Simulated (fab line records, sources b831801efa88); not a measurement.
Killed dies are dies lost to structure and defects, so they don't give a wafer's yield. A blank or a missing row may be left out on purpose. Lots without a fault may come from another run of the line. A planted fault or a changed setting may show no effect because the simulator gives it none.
fab line records | flow gf180mcu
record lots=7 wafers=21 last_day=34
route steps=602 shown STI@24 DNWELL@32 NWELL@42
lots that met no fault: from a run of the same line without faults
start_h: hours from the record's first day to the start of the lot's first wafer shown | wait_h: hours since the lot's step before | " the same as in the row above | L1.1+2: a row that stands for several wafers | - no value, or no start given | * or withheld: withheld | < > ~ a bound
route shown NAME@n: a module of which the file shows steps, and the number in the route of the first | usual: mean/standard deviation of fault-free wafers | same: alike in all rows | chamber/n: place in a boat | sites: the reading at each site | _std_site: their standard deviation | _edge_site: outer sites' mean less inner sites' | radius_mm: how far each site lies from the wafer's centre | mask NAME#n: copy n | behind: the tool/chamber that last shaped the wafer | hold: why the lot was held/for how many hours/how that ended | device: the transistor (n, p or np) that didn't switch | end of line: the same wafers' tests at the end of the route | a step without rows: its recipe alone | killed: dies lost to structure and defects at the first sort, not the wafer's yield | map: a wafer's dies, x killed, . not, _ none there
set.NAME: the setting as run; set.NAME@STEP: as run at that earlier step | model.NAME: the simulator's own value behind a step, which no gauge read
lots at some steps of the route; a table a step, a row a wafer
services: from which hour (start_h, from the record's first day; less than 0 if before it) a tool's chamber was out of use, for how many hours, and why
## steps
# step GF_STI_CVD_23
# recipe material=SiO2 target_thk_nm=650 sigma_open_frac=0.3 time_s=108.3 temp_c=600 sih4_flow_sccm=60 pressure_mtorr=6
# step GF_STI_THK_MEAS_24
# recipe reads=SiO2_of_STI_CVD_23
# usual STI_CVD_23_THK=652/5.8
# columns lot.wafer tool chamber start_h wait_h STI_CVD_23_THK[nm]
L530.1 film_metro-04 - 39.55 0.1 648
L530.4 " - " " 650
L530.6 " - " " 656
L536.2 film_metro-02 - 71.43 0.0 649
L536.4 " - " " 655
L536.6 " - " " 651
L537.3 film_metro-04 - 80.50 0.1 656
L537.5 " - " " 646
L537.6 " - " " 651
L538.1 film_metro-04 - 80.82 0.0 653
L538.2 " - " " 658
L538.6 " - " " 662
L543.2 film_metro-02 - 106.54 0.0 654
L543.5 " - " " 657
L543.6 " - " " 659
L547.1 film_metro-03 - 125.94 0.0 646
L547.2 " - " " 647
L547.4 " - " " 644
L549.1 film_metro-03 - 136.74 0.0 644
L549.2 " - " " 649
L549.5 " - " " 641
# step GF_STI_CMP_25
# recipe stop_on=Si3N4 t_overpolish_s=33 down_force_psi=4 platen_rpm=60 target_thk_nm=524.6 pad_velocity_m_s=0.94248
# usual motor_current_A=12.2/1.6 overpolish_run_s=33.002/0.0091 time_to_endpoint_s=125/4.5
# columns lot.wafer tool chamber start_h wait_h motor_current_A overpolish_run_s time_to_endpoint_s
L530.4 cmp-01 3 39.91 0.3 10.5 33.014 127
L530.1 " 0 " " 12.2 32.997 123
L530.6 " 2 " " 13.7 32.988 123
L536.4 cmp-02 2 71.53 0.1 15.4 32.985 129
L536.2 " 0 " " 12.6 32.990 131
L536.6 " 2 " " 15.0 33.017 124
L537.3 cmp-01 2 80.64 0.1 13.9 33.020 123
L537.5 " 0 " " 12.6 33.004 121
L537.6 " 1 " " 10.8 32.996 123
L538.2 cmp-02 0 80.93 0.1 12.6 33.020 127
L538.1 " 2 " " 14.7 33.007 123
L538.6 " 0 " " 12.5 32.991 127
L543.2 cmp-01 2 106.74 0.2 13.9 32.984 117
L543.6 " 3 " " 10.7 33.009 119
L543.5 " 0 " " 12.5 32.992 119
L547.1 cmp-02 3 126.00 0.1 9.9 33.002 127
L547.4 " 0 " " 12.4 33.013 132
L547.2 " 2 " " 14.4 33.014 122
L549.2 cmp-01 2 136.85 0.1 13.1 33.013 113
L549.1 " 3 " " 10.8 33.022 119
L549.5 " 1 " " 10.9 32.978 120
# step GF_STI_WET_ETCH_26
# recipe chemistry=dHF target_depth_nm=94 target=SiO2 temp_c=25 dilution=10:1 time_s=188
# step GF_STI_WET_ETCH_27
# recipe chemistry=H3PO4 target_depth_nm=160 target=Si3N4 temp_c=160 time_s=1825
# step GF_STI_WET_ETCH_28
# recipe chemistry=dHF target_depth_nm=20 dry=ipa_marangoni target=SiO2 temp_c=25 dilution=10:1 time_s=40
# step GF_STI_OXIDATION_29
# recipe temp_c=900 ambient=O2 stabilise_s=600 purge_s=300 target_thk_a=100 ox_time_s=1418
# step GF_STI_THK_MEAS_30
# recipe reads=SiO2_of_STI_OXIDATION_29
# usual STI_OXIDATION_02_THK=10.12/0.17
# columns lot.wafer tool chamber start_h wait_h STI_OXIDATION_02_THK[nm]
L530.1 film_metro-04 - 44.26 0.0 10.20
L530.4 " - " " 10.26
L530.6 " - " " 10.38
L536.2 film_metro-02 - 73.78 0.0 10.10
L536.4 " - " " 10.20
L536.6 " - " " 10.12
L538.1 film_metro-03 - 83.65 0.0 10.25
L538.2 " - " " 10.10
L538.6 " - " " 10.00
L537.3 film_metro-04 - 83.67 0.0 10.12
L537.5 " - " " 10.16
L537.6 " - " " 10.08
L543.2 film_metro-04 - 109.01 0.0 10.18
L543.5 " - " " 10.07
L543.6 " - " " 10.27
L547.1 film_metro-02 - 128.64 0.0 10.19
L547.2 " - " " 10.19
L547.4 " - " " 10.30
L549.1 film_metro-03 - 139.39 0.0 10.21
L549.2 " - " " 10.21
L549.5 " - " " 10.34
# step GF_DNWELL_DEHYDRATE_00
# recipe temp_c=200 time_s=60
# step GF_DNWELL_HMDS_01
# recipe prime_time_s=60 prime_temp_c=120
# step GF_DNWELL_COAT_02
# recipe spin_rpm=2000 resist_thk_nm=3000
# step GF_DNWELL_SOFTBAKE_03
# recipe temp_c=109.6 time_s=withheld
# step GF_DNWELL_EXPOSE_04
# recipe mask_id=DNWELL target_cd_nm=1700 na=0.6 source_shape=conventional sigma_outer=0.6 dose_mj=260
# usual exposure_dose_mJ_cm2=260.00/0.25 focus_offset_nm=-0.1/0.47
# columns lot.wafer tool chamber start_h wait_h mask exposure_dose_mJ_cm2 focus_offset_nm
L530.1 iline_stepper-01 0 50.42 - DNWELL#0 259.80 0.1
L530.4 " 0 " " DNWELL#0 259.49 0.3
L530.6 " 0 " " DNWELL#0 260.12 -0.3
L536.2 iline_stepper-02 - 81.37 - DNWELL#0 - -
L536.4 " - " " DNWELL#0 - -
L536.6 " - " " DNWELL#0 - -
L538.1 iline_stepper-01 - 90.65 - DNWELL#0 - -
L538.2 " - " " DNWELL#0 - -
L538.6 " - " " DNWELL#0 - -
L537.3 iline_stepper-02 - 91.17 - DNWELL#0 - -
L537.5 " - " " DNWELL#0 - -
L537.6 " - " " DNWELL#0 - -
L543.2 iline_stepper-01 0 116.85 - DNWELL#0 259.94 -0.5
L543.5 " 0 " " DNWELL#0 260.24 -0.1
L543.6 " 0 " " DNWELL#0 260.05 -0.6
L547.1 iline_stepper-01 0 136.81 - DNWELL#0 260.12 0.9
L547.2 " 0 " " DNWELL#0 259.95 0.5
L547.4 " 0 " " DNWELL#0 259.91 0.3
L549.1 iline_stepper-02 0 147.63 - DNWELL#0 259.56 0.2
L549.2 " 0 " " DNWELL#0 259.77 0.4
L549.5 " 0 " " DNWELL#0 259.56 0.5
# step GF_DNWELL_PEB_05
# recipe temp_c=115 time_s=withheld
# step GF_DNWELL_DEVELOP_06
# recipe wall_angle_deg=90 develop_time_s=60 dev_temp_c=23
# step GF_DNWELL_IMPLANT_07
# recipe species=P energy_kev=1500 dose_cm2=1e+13 tilt_deg=0
# step GF_DNWELL_STRIP_08
# recipe chemistry=O2/N2 power_w=1400 pressure_mtorr=1500 platen_temp_c=250 o2_flow_sccm=3000 n2_flow_sccm=300 overash_fraction=0.5
# usual drypump_motor_current_A=5.8/0.5 heater_power_w=334/29 oes_product_au=0.722/0.005 strip_time_to_endpoint_s=36.95/0.095
# same overash_fraction=0.5
# columns lot.wafer tool chamber start_h wait_h drypump_motor_current_A heater_power_w oes_product_au rf_hours_counter_h strip_time_to_endpoint_s
L530.1 plasma_asher-02 1 56.48 0.1 6.4 327 0.721 40 36.90
L530.4 " 1 " " 6.5 324 0.724 - 36.72
L530.6 " 0 " " 5.6 332 0.722 - 36.76
L536.2 plasma_asher-02 1 88.02 0.1 6.4 329 0.718 42 36.92
L536.4 " 0 " " 5.6 337 0.732 - 36.86
L536.6 " 0 " " 5.7 344 0.717 - 36.96
L538.1 plasma_asher-03 0 97.95 0.1 5.3 296 0.724 45 37.04
L538.2 " 1 " " 5.7 310 0.718 45 37.00
L538.6 " 0 " " 5.3 297 0.720 - 36.98
L537.3 plasma_asher-04 0 98.26 0.1 5.2 357 0.726 - 36.91
L537.5 " 0 " " 5.2 349 0.723 - 36.87
L537.6 " 1 " " 6.5 399 0.724 - 36.96
L543.2 plasma_asher-02 1 124.45 0.1 6.4 318 0.723 46 37.09
L543.5 " 0 " " 5.6 339 0.721 - 37.13
L543.6 " 1 " " 6.4 325 0.722 - 37.08
L547.1 plasma_asher-04 0 144.90 0.1 5.2 348 0.725 49 36.93
L547.2 " 1 " " 6.4 404 0.720 49 36.89
L547.4 " 0 " " 5.2 353 0.728 - 36.83
L549.1 plasma_asher-03 1 155.90 0.1 5.7 302 0.728 4 36.99
L549.2 " 0 " " 5.2 298 0.722 4 36.93
L549.5 " 1 " " 5.7 303 0.715 - 36.89
# step GF_DNWELL_TW_MEAS_09
# usual DNWELL_TW=1354/11
# columns lot.wafer tool chamber start_h wait_h DNWELL_TW
L530.1 film_metro-03 - 56.58 0.1 1367
L530.4 " - " " 1373
L530.6 " - " " 1369
L536.2 film_metro-03 - 88.13 0.1 31
L536.4 " - " " 31
L536.6 " - " " 31
L538.1 film_metro-04 - 98.05 0.1 31
L538.2 " - " " 31
L538.6 " - " " 31
L537.3 film_metro-03 - 98.35 0.1 31
L537.5 " - " " 31
L537.6 " - " " 31
L543.2 film_metro-04 - 124.56 0.1 1343
L543.5 " - " " 1340
L543.6 " - " " 1344
L547.1 film_metro-01 - 145.00 0.1 1346
L547.2 " - " " 1354
L547.4 " - " " 1343
L549.1 film_metro-03 - 156.00 0.1 1361
L549.2 " - " " 1363
L549.5 " - " " 1369
# step GF_NWELL_DEHYDRATE_00
# recipe temp_c=200 time_s=60
## services
# columns tool chamber start_h hours kind
cmp-02 - 16.45 1.6 repair
iline_stepper-02 - 17.89 3.2 repair
iline_stepper-01 - 27.66 1.1 repair
iline_stepper-01 - 30.72 1.7 pm
cmp-01 - 31.06 5.7 pm
iline_stepper-01 0 37.91 - calibration
iline_stepper-02 - 40.16 5.4 repair
cmp-01 - 44.04 2.2 repair
cmp-01 - 64.12 4.0 pm
cmp-01 - 68.12 - consumable_replace:conditioner
cmp-01 - 68.12 - consumable_replace:pad
iline_stepper-01 - 75.18 8.4 repair
iline_stepper-01 - 78.01 8.4 repair
plasma_asher-02 - 81.39 2.8 pm
cmp-01 - 96.15 1.3 repair
plasma_asher-03 - 108.75 9.0 pm
plasma_asher-03 0 108.75 9.0 vent_cycle
plasma_asher-03 1 108.75 9.0 vent_cycle
iline_stepper-02 - 110.57 8.2 repair
iline_stepper-02 - 122.29 1.7 pm
iline_stepper-02 0 127.26 - calibration
cmp-02 - 127.28 0.5 repair
cmp-01 - 138.31 7.8 repair
cmp-02 - 148.56 3.5 pm
## key
first_sign step=GF_DNWELL_EXPOSE_04 reading=tool_record direction=missing
effect step=GF_DNWELL_TW_MEAS_09 reading=DNWELL_TW direction=down sigmas=99+ usual=1354 struck=31
met_at GF_DNWELL_EXPOSE_04
struck_wafers L536.2,L536.4,L536.6,L537.3,L537.5,L537.6,L538.1,L538.2,L538.6
sort_left_out L536.2,L536.4,L536.6,L537.3,L537.5,L537.6,L538.1,L538.2,L538.6
tester_left_out L536,L537,L538
onset_between 50.42 81.37
fault kind=skipped_step_whole tool=iline_stepper-01,iline_stepper-02 chamber=- onset_h=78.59 steps=GF_DNWELL_EXPOSE_04 scope=struck_lots_only
# tester_left_out: of these lots the tester's yield and bins aren't shown, on N5 and GAA mostly nor the transistor test; their killed dies are dies lost to structure and defects alone, not to doping, threshold or leakage, so they don't give the yield
# sort_left_out: the simulated sort isn't trusted on such a fault, so these wafers' sort isn't shown, and their yield isn't known
